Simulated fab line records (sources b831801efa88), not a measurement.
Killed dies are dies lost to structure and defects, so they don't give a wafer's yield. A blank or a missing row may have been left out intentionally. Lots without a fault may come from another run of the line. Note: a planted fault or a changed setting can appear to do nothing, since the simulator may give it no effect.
fab line records | flow sky130
record: lots: 11 wafers: 33 last-day: 50
route steps=708 shown POLY_GATE@228 LDD_LDN@301 POLY_CUT@318 SD_P@324 PAD_OPEN@708
lots that met no fault: taken from a fault-free run of the same line
start-h: hours from the record's first day to the start of the lot's first wafer shown | wait-h: how many hours have passed since the lot's step before this one | " as in the row above | L1.1+2: a single row standing in for several wafers | - no value, or no start given | * or withheld: withheld | < > ~ a bound
route shown NAME@n: a module of which the file shows steps, and the number in the route of the first | usual: the fault-free wafers' mean and standard deviation | same: alike in all rows | chamber/n: place in a boat | sites: readings site by site | _std_site: standard deviation across them | _edge_site: inner sites' mean taken away from outer sites' mean | radius-mm: for every site, how far away it sits from the centre of the wafer | mask NAME#n: copy n | behind: the tool/chamber that last shaped the wafer | hold: reason for holding the lot/hours on hold/outcome of the hold | device: whichever transistor did not switch (one of n, p or np) | end of line: the same wafers' tests at the end of the route | for a step that has no rows: nothing shown but its recipe | killed: the dies lost at the first sort to structure and to defects; this is not the yield of the wafer | map: shows each die of a wafer: x if killed, . if not, _ if none is there
set.NAME: the setting that was run; set.NAME@STEP: the one run at that earlier step | model.NAME: the simulator's own value behind a step, which no gauge read
a sample of lots followed through the steps of the route, with each step as a table and each wafer as a row
services: when a tool's chamber went out of use (start-h, in hours from the record's first day, below 0 if earlier), for how many hours, and the reason
== steps ==
step: SKY_POLY_GATE_OVL_MEAS_14
usual: POLY_GATE_OVL: -2/6.2
columns lot.wafer tool chamber start-h wait-h POLY_GATE_OVL[nm]
L492.2 overlay-02 - 364.21 0.1 3
L492.4 " - " " 10
L492.5 " - " " -6
L493.1 overlay-01 - 390.13 0.1 -4
L493.5 " - " " 0
L493.6 " - " " 0
L494.4 overlay-02 - 406.98 0.1 -1
L494.5 " - " " -13
L494.6 " - " " -8
L496.1 overlay-02 - 444.00 0.1 -10
L496.3 " - " " -6
L496.6 " - " " -8
L500.1 overlay-01 - 463.98 0.1 3
L500.2 " - " " -6
L500.5 " - " " -6
L498.2 overlay-02 - 464.17 0.1 6
L498.3 " - " " -4
L498.5 " - " " -4
L501.1 overlay-01 - 464.33 0.1 1
L501.3 " - " " 5
L501.4 " - " " 5
L503.1 overlay-01 - 500.11 0.1 -7
L503.2 " - " " -7
L503.3 " - " " -5
L506.1 overlay-01 - 526.75 0.1 3
L506.5 " - " " 16
L506.6 " - " " 7
L509.2 overlay-02 - 538.78 0.1 -4
L509.3 " - " " -7
L509.4 " - " " -2
L511.1 overlay-02 - 551.20 0.1 8
L511.3 " - " " 0
L511.5 " - " " 4
step: SKY_LDD_LDN_STRIP_12
recipe: chemistry: O2/N2 power-w: 1400 pressure-mtorr: 1500 platen-temp-c: withheld o2-flow-sccm: 3000 n2-flow-sccm: 300 overash-fraction: 0.5
usual: drypump-motor-current-A: 5.7/0.47 oes-product-au: 0.716/0.0042 strip-time-to-endpoint-s: 14.16/0.039
columns lot.wafer tool chamber start-h wait-h drypump-motor-current-A oes-product-au rf-hours-counter-h strip-time-to-endpoint-s
L492.2 plasma-asher-03 0 517.33 0.1 5.8 0.717 8 14.17
L492.4 " 1 " " 6.2 0.712 - 14.18
L492.5 " 0 " " 5.8 0.718 - 14.18
L493.1 plasma-asher-01 0 545.37 0.1 5.3 0.721 86 14.14
L493.5 " 0 " " 5.3 0.714 - 14.19
L493.6 " 1 " " 5.5 0.714 - 14.11
L494.4 plasma-asher-01 1 562.58 0.1 5.5 0.721 - 14.20
L494.5 " 0 " " 5.3 0.716 - 14.18
L494.6 " 1 " " 5.5 0.712 - 14.21
L496.1 plasma-asher-03 0 597.54 0.1 5.8 0.715 16 14.19
L496.3 " 1 " " 6.2 0.711 - 14.19
L496.6 " 0 " " 5.8 0.718 - 14.18
L498.2 plasma-asher-03 1 615.92 0.1 6.2 0.714 18 14.10
L498.3 " 1 " " 6.2 0.709 - 14.11
L498.5 " 0 " " 5.8 0.709 - 14.16
L500.1 plasma-asher-02 0 617.83 0.1 6.1 0.719 80 14.16
L500.2 " 1 " " 4.7 0.715 80 14.15
L500.5 " 1 " " 4.8 0.719 - 14.17
L501.1 plasma-asher-01 0 618.42 0.1 5.3 0.711 93 14.19
L501.3 " 1 " " 5.5 0.720 - 14.16
L501.4 " 0 " " 5.3 0.715 - 14.19
L503.1 plasma-asher-03 1 650.79 0.1 6.2 0.720 21 14.24
L503.2 " 0 " " 5.8 0.724 21 14.25
L503.3 " 1 " " 6.2 0.711 - 14.20
L506.1 plasma-asher-01 0 676.23 0.1 5.3 0.713 100 14.18
L506.5 " 0 " " 5.2 0.714 - 14.15
L506.6 " 1 " " 5.5 0.715 - 14.17
L509.2 plasma-asher-03 0 686.63 0.1 5.8 0.717 25 14.16
L509.3 " 0 " " 5.8 0.717 - 14.14
L509.4 " 1 " " 6.2 0.713 - 14.14
L511.1 plasma-asher-03 1 697.57 0.1 6.2 0.720 26 14.14
L511.3 " 0 " " 5.8 0.714 - 14.17
L511.5 " 1 " " 6.2 0.711 - 14.19
step: SKY_POLY_CUT_ETCH_11
recipe: target: Si3N4 chemistry: CF4/CH2F2/Ar stop-on: poly-Si source-w: 600 bias-w: 150 pressure-mtorr: 40 cf4-flow-sccm: 40 ch2f2-flow-sccm: 20 Ar_flow_sccm: 150 time-s: 42.5 target-depth-a: 600
usual: drypump-motor-current-A: 5.5/0.45 oes-product-au: 0.825/0.0058 throttle-valve-pct: 14.993/0.0086
columns lot.wafer tool chamber start-h wait-h drypump-motor-current-A oes-product-au rf-hours-counter-h throttle-valve-pct
L492.2 rie-diel-03 0 549.83 0.0 5.2 0.832 4 15.012
L492.4 " 2 " " 6.0 0.821 9 14.997
L492.5 " 0 " " 5.2 0.826 - 14.978
L493.1 rie-diel-03 1 576.83 0.0 5.1 0.828 9 15.001
L493.5 " 0 " " 5.2 0.818 - 14.997
L493.6 " 3 " " 6.2 0.830 - 14.995
L494.4 rie-diel-03 2 594.34 0.0 6.0 0.825 9 14.992
L494.5 " 3 " " 6.2 0.831 - 15.003
L494.6 " 0 " " 5.2 0.839 - 14.986
L496.1 rie-diel-02 0 628.74 0.0 5.0 0.824 5 14.987
L496.3 " 1 " " 5.0 0.829 14 14.988
L496.6 " 3 " " 6.2 0.826 - 14.984
L498.2 rie-diel-04 2 645.94 0.0 5.0 0.819 12 14.996
L498.3 " 3 " " 5.5 0.826 65 14.985
L498.5 " 2 " " 5.0 0.828 - 15.011
L500.1 rie-diel-04 1 649.19 0.0 5.8 0.823 5 15.000
L500.2 " 0 " " 5.8 0.827 2 14.997
L500.5 " 0 " " 5.8 0.832 - 14.985
L501.1 rie-diel-02 1 649.59 0.0 5.0 0.822 14 14.999
L501.3 " 3 " " 6.2 0.833 48 15.012
L501.4 " 0 " " 4.9 0.822 5 14.990
L503.1 rie-diel-03 1 681.88 0.0 5.1 0.827 11 14.992
L503.2 " 2 " " 6.0 0.831 11 14.992
L503.3 " 0 " " 5.2 0.813 7 14.980
L506.1 rie-diel-04 3 705.69 0.0 5.6 0.820 1 15.001
L506.5 " 1 " " 5.8 0.824 - 15.009
L506.6 " 0 " " 5.9 0.826 - 14.987
L509.2 rie-diel-04 1 716.58 0.0 5.8 0.838 7 14.989
L509.3 " 0 " " 5.8 0.822 4 14.986
L509.4 " 3 " " 5.6 0.822 1 14.995
L511.1 rie-diel-03 1 728.54 0.0 5.1 0.835 13 14.987
L511.3 " 2 " " 6.0 0.835 13 14.981
L511.5 " 2 " " 6.0 0.825 - 14.990
step: SKY_SD_P_EXPOSE_04
recipe: mask-id: PSDM na: 0.6 source-shape: conventional sigma-outer: 0.6 polarization: unpolarized target-cd-nm: 380 dose-mj: 138
usual: stage-vel-mm-s: 500.04/0.27
columns lot.wafer tool chamber start-h wait-h mask stage-vel-mm-s
L492.2 iline-stepper-01 0 564.98 - PSDM#0 499.90
L492.4 " 0 " " PSDM#0 499.80
L492.5 " 0 " " PSDM#0 500.13
L493.1 iline-stepper-02 0 590.99 - PSDM#0 499.49
L493.5 " 0 " " PSDM#0 500.15
L493.6 " 0 " " PSDM#0 499.83
L494.4 iline-stepper-02 0 608.98 - PSDM#0 500.39
L494.5 " 0 " " PSDM#0 500.45
L494.6 " 0 " " PSDM#0 500.26
L496.1 iline-stepper-01 0 643.72 - PSDM#0 499.86
L496.3 " 0 " " PSDM#0 499.70
L496.6 " 0 " " PSDM#0 499.96
L498.2 iline-stepper-01 0 660.46 - PSDM#0 499.74
L498.3 " 0 " " PSDM#0 500.13
L498.5 " 0 " " PSDM#0 500.27
L500.1 iline-stepper-01 0 663.87 - PSDM#0 500.16
L500.2 " 0 " " PSDM#0 500.32
L500.5 " 0 " " PSDM#0 500.28
L501.1 iline-stepper-01 0 663.98 - PSDM#0 499.79
L501.3 " 0 " " PSDM#0 499.83
L501.4 " 0 " " PSDM#0 499.50
L503.1 iline-stepper-01 0 696.19 - PSDM#0 500.16
L503.2 " 0 " " PSDM#0 500.47
L503.3 " 0 " " PSDM#0 500.39
L506.1 iline-stepper-02 0 720.21 - LDNTM#0 499.85
L506.5 " 0 " " LDNTM#0 499.74
L506.6 " 0 " " LDNTM#0 499.28
L509.2 iline-stepper-01 0 730.39 - PSDM#0 500.31
L509.3 " 0 " " PSDM#0 499.85
L509.4 " 0 " " PSDM#0 499.98
L511.1 iline-stepper-01 0 741.84 - PSDM#0 500.08
L511.3 " 0 " " PSDM#0 499.80
L511.5 " 0 " " PSDM#0 500.01
step: SKY_SD_P_CD_MEAS_07
recipe: target-cd-nm: 380
usual: cd-nm: 380/3.3
columns lot.wafer tool chamber start-h wait-h cd-nm
L492.2 cd-sem-02 - 578.93 0.1 379
L492.4 " - " " 378
L492.5 " - " " 378
L493.1 cd-sem-01 - 605.84 0.1 384
L493.5 " - " " 384
L493.6 " - " " 384
L494.4 cd-sem-01 - 622.65 0.1 383
L494.5 " - " " 382
L494.6 " - " " 384
L496.1 cd-sem-02 - 657.09 0.1 382
L496.3 " - " " 379
L496.6 " - " " 379
L498.2 cd-sem-01 - 674.03 0.1 382
L498.3 " - " " 382
L498.5 " - " " 383
L500.1 cd-sem-01 - 677.56 0.1 374
L500.2 " - " " 373
L500.5 " - " " 374
L501.1 cd-sem-02 - 677.86 0.1 380
L501.3 " - " " 379
L501.4 " - " " 379
L503.1 cd-sem-02 - 709.09 0.1 382
L503.2 " - " " 381
L503.3 " - " " 384
L506.1 cd-sem-02 - 733.56 0.1 -
L506.5 " - " " -
L506.6 " - " " -
L509.2 cd-sem-01 - 743.86 0.1 375
L509.3 " - " " 375
L509.4 " - " " 375
L511.1 cd-sem-02 - 755.36 0.1 378
L511.3 " - " " 376
L511.5 " - " " 379
step: SKY_SD_P_TW_MEAS_11
usual: SD_P_TW: 2822/15
columns lot.wafer tool chamber start-h wait-h SD_P_TW
L492.2 film-metro-03 - 579.32 0.1 2850
L492.4 " - " " 2854
L492.5 " - " " 2849
L493.1 film-metro-03 - 606.25 0.1 2824
L493.5 " - " " 2844
L493.6 " - " " 2839
L494.4 film-metro-02 - 623.03 0.1 2815
L494.5 " - " " 2817
L494.6 " - " " 2820
L496.1 film-metro-03 - 657.50 0.1 2833
L496.3 " - " " 2828
L496.6 " - " " 2847
L498.2 film-metro-03 - 674.42 0.1 2843
L498.3 " - " " 2839
L498.5 " - " " 2837
L500.1 film-metro-01 - 677.96 0.1 2806
L500.2 " - " " 2814
L500.5 " - " " 2814
L501.1 film-metro-02 - 678.26 0.1 2817
L501.3 " - " " 2820
L501.4 " - " " 2824
L503.1 film-metro-01 - 709.50 0.1 2819
L503.2 " - " " 2813
L503.3 " - " " 2805
L506.1 film-metro-01 - 733.96 0.1 30
L506.5 " - " " 30
L506.6 " - " " 30
L509.2 film-metro-01 - 744.26 0.1 2792
L509.3 " - " " 2796
L509.4 " - " " 2810
L511.1 film-metro-02 - 755.76 0.1 2828
L511.3 " - " " 2842
L511.5 " - " " 2816
step: SKY_PAD_OPEN_PROBE_99
usual: killed_at_M0_to_M3: 42/6.4 killed_at_M4_up: 2.9/1.7 killed-at-contacts: 25/5.2 killed-at-front-end: 16/4.4 killed-at-other: 0.4/0.65 killed-dies: 86/9.2 killed-on-rim: 17/3.9 killed-open: 47/6.6 killed-short: 39/5.8
same: gross-dies: 492 killed-at-back-side: 0
columns lot.wafer tool chamber start-h wait-h killed_at_M0_to_M3 killed_at_M4_up killed-at-contacts killed-at-front-end killed-at-other killed-dies killed-on-rim killed-open killed-short
L492.2 prober-01 - 1064.26 0.1 46 3 20 7 0 76 11 41 34
L492.4 prober-01 - 1064.36 0.2 48 4 28 17 0 97 26 51 45
L492.5 prober-01 - 1064.41 0.2 43 1 19 14 2 79 14 32 44
L493.1 prober-02 - 1082.96 0.1 48 6 20 18 0 92 9 53 39
L493.5 prober-02 - 1083.16 0.2 50 2 19 23 0 94 16 52 40
L493.6 prober-02 - 1083.21 0.2 34 5 26 23 0 88 15 43 45
L494.4 prober-01 - 1095.41 0.2 35 2 30 13 0 80 15 45 35
L494.5 prober-01 - 1095.46 0.2 56 2 25 16 0 99 23 48 51
L494.6 prober-01 - 1095.51 0.2 42 4 27 16 0 89 16 55 34
L496.1 prober-02 - 1124.46 0.1 48 2 27 17 1 95 26 44 51
L496.3 prober-02 - 1124.56 0.2 42 0 32 14 0 88 24 50 38
L496.6 prober-02 - 1124.71 0.2 38 3 25 20 0 86 18 40 46
L498.2 prober-01 - 1140.99 0.1 40 5 26 16 0 87 19 47 40
L498.3 prober-01 - 1141.04 0.2 43 3 20 14 0 80 12 39 41
L498.5 prober-01 - 1141.14 0.2 40 4 21 16 1 82 10 40 42
L500.1 prober-02 - 1141.04 0.1 43 4 26 10 0 83 17 47 35
L500.2 prober-02 - 1141.09 0.1 38 1 28 18 0 85 19 47 38
L500.5 prober-02 - 1141.24 0.2 39 2 26 14 1 82 17 39 42
L501.1 prober-01 - 1142.44 0.1 51 5 26 21 2 105 17 58 47
L501.3 prober-01 - 1142.54 0.2 39 7 23 13 0 82 17 46 36
L501.4 prober-01 - 1142.59 0.2 37 5 23 13 0 78 17 40 38
L503.1 prober-01 - 1158.97 0.1 58 2 28 13 0 101 20 53 48
L503.2 prober-01 - 1159.02 0.1 29 1 25 16 0 71 14 40 29
L503.3 prober-01 - 1159.07 0.2 36 3 24 20 0 83 19 41 41
L506.1 prober-02 - 1177.28 0.1 34 2 22 433 1 492 96 45 28
L506.5 prober-02 - 1177.48 0.2 42 2 28 419 1 492 96 59 38
L506.6 prober-02 - 1177.53 0.2 40 4 31 416 1 492 96 58 40
L509.2 prober-01 - 1183.21 0.1 46 2 24 23 0 95 19 56 39
L509.3 prober-01 - 1183.26 0.2 51 4 15 14 2 86 16 43 41
L509.4 prober-01 - 1183.31 0.2 50 4 16 25 2 97 18 49 46
L511.1 prober-02 - 1188.27 0.1 48 3 24 14 0 89 13 49 40
L511.3 prober-02 - 1188.37 0.2 47 2 35 8 0 92 20 54 38
L511.5 prober-02 - 1188.47 0.2 48 6 27 13 0 94 19 51 42
killed by level:class
L492.2 VIA1:geometric-particle:open=14 CONTACT:geometric-particle:open=7 METAL1:geometric-particle:short=6 VIA2:geometric-particle:open=6 VIA2:geometric-particle:short=5 LI_CONTACT:geometric-particle:short=4 CONTACT:geometric-particle:short=4 METAL2:geometric-particle:short=4
L492.4 CONTACT:geometric-particle:open=12 METAL1:geometric-particle:short=10 VIA2:geometric-particle:open=7 VIA1:geometric-particle:open=7 METAL2:geometric-particle:short=6 VIA3:geometric-particle:open=5 POLY_GATE:geometric-particle:short=5 METAL1:geometric-particle:open=5
L492.5 METAL1:geometric-particle:short=8 VIA1:geometric-particle:open=8 CONTACT:geometric-particle:open=6 VIA3:geometric-particle:open=6 VIA2:geometric-particle:short=5 CONTACT:geometric-particle:short=5 FIELD_ISO:geometric-particle:open=4 LI_CONTACT:geometric-particle:short=4
L493.1 VIA1:geometric-particle:open=12 VIA3:geometric-particle:open=8 CONTACT:geometric-particle:open=7 POLY_GATE:geometric-particle:short=5 VIA2:geometric-particle:open=5 LI_CONTACT:geometric-particle:open=5 VIA2:geometric-particle:short=5 LI_CONTACT:geometric-particle:short=4
L493.5 VIA3:geometric-particle:open=10 VIA1:geometric-particle:open=9 CONTACT:geometric-particle:open=8 VIA2:geometric-particle:open=6 VIA3:geometric-particle:short=6 VIA1:geometric-particle:short=5 FIELD_ISO:geometric-particle:short=4 POLY_GATE:geometric-particle:open=4
L493.6 CONTACT:geometric-particle:open=10 FIELD_ISO:geometric-particle:open=8 CONTACT:geometric-particle:short=8 VIA1:geometric-particle:open=7 FIELD_ISO:geometric-particle:short=5 POLY_GATE:geometric-particle:short=5 METAL1:geometric-particle:short=5 LI_CONTACT:geometric-particle:open=5
L494.4 CONTACT:geometric-particle:open=13 VIA1:geometric-particle:open=6 LI_CONTACT:geometric-particle:open=6 METAL1:geometric-particle:short=6 FIELD_ISO:geometric-particle:open=5 METAL2:geometric-particle:short=5 VIA1:geometric-particle:short=4 LOCAL_INTERCONNECT:geometric-particle:short=4
L494.5 VIA2:geometric-particle:open=10 VIA1:geometric-particle:open=8 METAL1:geometric-particle:short=7 VIA1:geometric-particle:short=7 POLY_GATE:geometric-particle:short=7 LI_CONTACT:geometric-particle:open=7 CONTACT:geometric-particle:open=7 CONTACT:geometric-particle:short=6
L494.6 VIA1:geometric-particle:open=13 CONTACT:geometric-particle:open=11 VIA3:geometric-particle:open=8 VIA2:geometric-particle:open=7 POLY_GATE:geometric-particle:open=6 CONTACT:geometric-particle:short=5 FIELD_ISO:geometric-particle:open=4 LI_CONTACT:geometric-particle:open=4
L496.1 VIA1:geometric-particle:open=11 METAL1:geometric-particle:short=9 LI_CONTACT:geometric-particle:open=8 METAL2:geometric-particle:short=6 VIA3:geometric-particle:open=6 POLY_GATE:geometric-particle:open=5 VIA1:geometric-particle:short=5 LI_CONTACT:geometric-particle:short=5
L496.3 LI_CONTACT:geometric-particle:open=12 VIA1:geometric-particle:open=11 CONTACT:geometric-particle:short=7 CONTACT:geometric-particle:open=7 POLY_GATE:geometric-particle:open=5 VIA2:geometric-particle:open=5 LI_CONTACT:geometric-particle:short=4 METAL2:geometric-particle:short=4
L496.6 POLY_GATE:geometric-particle:open=8 VIA1:geometric-particle:open=8 CONTACT:geometric-particle:open=7 METAL2:geometric-particle:short=6 CONTACT:geometric-particle:short=6 METAL1:geometric-particle:short=6 LI_CONTACT:geometric-particle:open=4 LI_CONTACT:geometric-particle:short=4
L498.2 CONTACT:geometric-particle:short=11 VIA1:geometric-particle:open=11 VIA3:geometric-particle:open=7 LI_CONTACT:geometric-particle:open=6 CONTACT:geometric-particle:open=5 VIA3:geometric-particle:short=5 FIELD_ISO:geometric-particle:short=4 FIELD_ISO:geometric-particle:open=4
L500.1 CONTACT:geometric-particle:open=9 VIA2:geometric-particle:open=8 LI_CONTACT:geometric-particle:open=7 METAL1:geometric-particle:short=6 VIA1:geometric-particle:open=5 METAL3:geometric-particle:short=5 VIA3:geometric-particle:open=5 LOCAL_INTERCONNECT:geometric-particle:short=4
L498.3 VIA1:geometric-particle:open=9 METAL1:geometric-particle:short=6 CONTACT:geometric-particle:open=6 VIA2:geometric-particle:open=6 LOCAL_INTERCONNECT:geometric-particle:short=5 METAL2:geometric-particle:short=5 POLY_GATE:geometric-particle:open=4 LI_CONTACT:geometric-particle:open=4
L500.2 FIELD_ISO:geometric-particle:short=8 LI_CONTACT:geometric-particle:open=8 CONTACT:geometric-particle:open=7 VIA3:geometric-particle:open=7 VIA1:geometric-particle:open=6 FIELD_ISO:geometric-particle:open=5 CONTACT:geometric-particle:short=5 METAL1:geometric-particle:short=5
L498.5 VIA1:geometric-particle:open=12 CONTACT:geometric-particle:open=8 VIA1:geometric-particle:short=7 CONTACT:geometric-particle:short=5 VIA2:geometric-particle:open=5 METAL2:geometric-particle:short=5 FIELD_ISO:geometric-particle:open=4 POLY_GATE:geometric-particle:short=4
L500.5 CONTACT:geometric-particle:open=13 METAL1:geometric-particle:short=7 LI_CONTACT:geometric-particle:open=6 METAL2:geometric-particle:short=6 POLY_GATE:geometric-particle:short=5 VIA2:geometric-particle:open=5 VIA3:geometric-particle:open=5 FIELD_ISO:geometric-particle:open=4
L501.1 VIA1:geometric-particle:open=15 CONTACT:geometric-particle:short=10 VIA3:geometric-particle:open=10 FIELD_ISO:geometric-particle:open=7 CONTACT:geometric-particle:open=7 VIA1:geometric-particle:short=6 LI_CONTACT:geometric-particle:open=5 FIELD_ISO:geometric-particle:short=4
L501.3 CONTACT:geometric-particle:open=11 VIA2:geometric-particle:open=10 VIA1:geometric-particle:open=10 METAL4:geometric-particle:short=6 CONTACT:geometric-particle:short=5 VIA3:geometric-particle:open=5 POLY_GATE:geometric-particle:short=4 FIELD_ISO:geometric-particle:open=3
L501.4 CONTACT:geometric-particle:open=13 METAL2:geometric-particle:short=8 VIA2:geometric-particle:short=6 VIA1:geometric-particle:open=6 FIELD_ISO:geometric-particle:open=4 LI_CONTACT:geometric-particle:open=4 VIA1:geometric-particle:short=4 VIA2:geometric-particle:open=4
L503.1 VIA1:geometric-particle:open=14 CONTACT:geometric-particle:short=9 VIA1:geometric-particle:short=8 METAL2:geometric-particle:short=7 LI_CONTACT:geometric-particle:open=6 CONTACT:geometric-particle:open=6 VIA3:geometric-particle:open=6 VIA2:geometric-particle:open=5
L503.2 VIA3:geometric-particle:open=9 LI_CONTACT:geometric-particle:open=8 LOCAL_INTERCONNECT:geometric-particle:short=7 VIA2:geometric-particle:open=6 FIELD_ISO:geometric-particle:open=5 CONTACT:geometric-particle:open=5 SPACER:geometric-particle:short=3 CONTACT:geometric-particle:short=3
L503.3 VIA3:geometric-particle:open=8 FIELD_ISO:geometric-particle:short=6 VIA2:geometric-particle:open=5 POLY_GATE:geometric-particle:open=5 VIA1:geometric-particle:open=5 LI_CONTACT:geometric-particle:open=5 LOCAL_INTERCONNECT:geometric-particle:short=5 CONTACT:geometric-particle:short=5
L506.1 SD_P:area-expose=418 VIA1:geometric-particle:open=9 FIELD_ISO:geometric-particle:open=7 METAL2:geometric-particle:short=7 LI_CONTACT:geometric-particle:open=6 LOCAL_INTERCONNECT:geometric-particle:short=6 VIA2:geometric-particle:open=6 CONTACT:geometric-particle:open=5
L506.5 SD_P:area-expose=395 VIA1:geometric-particle:open=14 CONTACT:geometric-particle:open=13 VIA2:geometric-particle:open=8 LI_CONTACT:geometric-particle:open=7 FIELD_ISO:geometric-particle:short=7 SPACER:geometric-particle:short=6 METAL1:geometric-particle:short=5
L506.6 SD_P:area-expose=393 CONTACT:geometric-particle:open=12 POLY_GATE:geometric-particle:open=9 LI_CONTACT:geometric-particle:open=9 VIA3:geometric-particle:open=7 FIELD_ISO:geometric-particle:open=6 FIELD_ISO:geometric-particle:short=4 LOCAL_INTERCONNECT:geometric-particle:short=4
L509.2 VIA1:geometric-particle:open=13 LI_CONTACT:geometric-particle:open=9 CONTACT:geometric-particle:open=8 VIA1:geometric-particle:short=8 FIELD_ISO:geometric-particle:short=7 FIELD_ISO:geometric-particle:open=6 VIA3:geometric-particle:open=6 VIA2:geometric-particle:open=5
L509.3 VIA1:geometric-particle:open=10 CONTACT:geometric-particle:open=6 VIA2:geometric-particle:open=6 VIA3:geometric-particle:short=6 VIA3:geometric-particle:open=6 METAL1:geometric-particle:short=5 VIA2:geometric-particle:short=5 POLY_GATE:geometric-particle:short=4
L509.4 METAL2:geometric-particle:short=9 FIELD_ISO:geometric-particle:open=8 VIA1:geometric-particle:short=8 VIA1:geometric-particle:open=8 VIA2:geometric-particle:open=8 CONTACT:geometric-particle:open=7 POLY_GATE:geometric-particle:open=6 POLY_GATE:geometric-particle:short=5
L511.1 VIA1:geometric-particle:open=14 VIA2:geometric-particle:open=10 LOCAL_INTERCONNECT:geometric-particle:short=7 CONTACT:geometric-particle:open=7 LI_CONTACT:geometric-particle:open=6 METAL1:geometric-particle:short=5 FIELD_ISO:geometric-particle:open=4 METAL3:geometric-particle:short=4
L511.3 VIA1:geometric-particle:open=15 CONTACT:geometric-particle:open=13 LI_CONTACT:geometric-particle:open=8 VIA1:geometric-particle:short=8 VIA2:geometric-particle:open=5 CONTACT:geometric-particle:short=5 LI_CONTACT:geometric-particle:short=4 LOCAL_INTERCONNECT:geometric-particle:short=4
L511.5 VIA1:geometric-particle:open=17 CONTACT:geometric-particle:open=11 LI_CONTACT:geometric-particle:open=7 METAL1:geometric-particle:short=7 METAL2:geometric-particle:short=5 VIA3:geometric-particle:open=5 METAL4:geometric-particle:short=5 LOCAL_INTERCONNECT:geometric-particle:short=4
== services ==
columns tool chamber start-h hours kind
iline-stepper-01 - 517.06 0.7 repair
rie-diel-03 - 522.55 2.8 pm
rie-diel-03 1 525.75 6.0 repair
rie-diel-04 0 529.08 - clean
rie-diel-04 0 529.08 20.5 scheduled-down
rie-diel-04 0 529.08 20.5 vent-cycle
iline-stepper-01 - 542.22 1.7 pm
iline-stepper-02 - 544.51 13.6 repair
rie-diel-02 1 615.32 3.7 repair
rie-diel-02 3 616.41 3.5 repair
iline-stepper-01 - 621.01 8.9 pm
iline-stepper-01 0 628.31 - calibration
plasma-asher-02 - 628.43 3.0 repair
rie-diel-04 - 630.64 0.9 repair
plasma-asher-01 - 635.74 2.8 pm
rie-diel-04 2 666.20 5.5 repair
plasma-asher-02 - 667.72 3.0 repair
iline-stepper-02 - 686.08 1.7 pm
plasma-asher-01 - 690.48 2.2 repair
rie-diel-02 2 720.96 6.7 repair
rie-diel-04 - 729.07 2.8 pm
plasma-asher-01 - 732.02 1.7 repair
plasma-asher-01 - 733.75 9.0 pm
rie-diel-02 0 738.20 9.5 repair
== key ==
first-sign: step: SKY_SD_P_EXPOSE_04 reading: mask direction: changed
effect: step: SKY_SD_P_CD_MEAS_07 reading: cd-nm direction: missing
effect: step: SKY_SD_P_TW_MEAS_11 reading: SD_P_TW direction: down sigmas: 99+ usual: 2822 struck: 30
effect: step: SKY_PAD_OPEN_PROBE_99 reading: killed-at-front-end direction: up sigmas: 93 usual: 16 struck: 423
more-kills-born-at: SKY_SD_P_EXPOSE_04@iline-stepper-02: 1206
met-at SKY_SD_P_EXPOSE_04
struck-lots L506
tester-left-out L506
not-acting-at SKY_POLY_GATE_OVL_MEAS_14,SKY_LDD_LDN_STRIP_12,SKY_POLY_CUT_ETCH_11
onset-between 608.98 720.21
fault: kind: wrong-mask tool: any chamber: - onset-h: 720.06 steps: SKY_SD_P_EXPOSE_04 aux-copy: LDNTM#0 scope: struck-lots-only
tester-left-out: of these lots the tester's yield and bins aren't shown, on N5 and GAA mostly nor the transistor test; their killed dies are dies lost to structure and defects alone, not to doping, threshold or leakage, so they don't give the yield
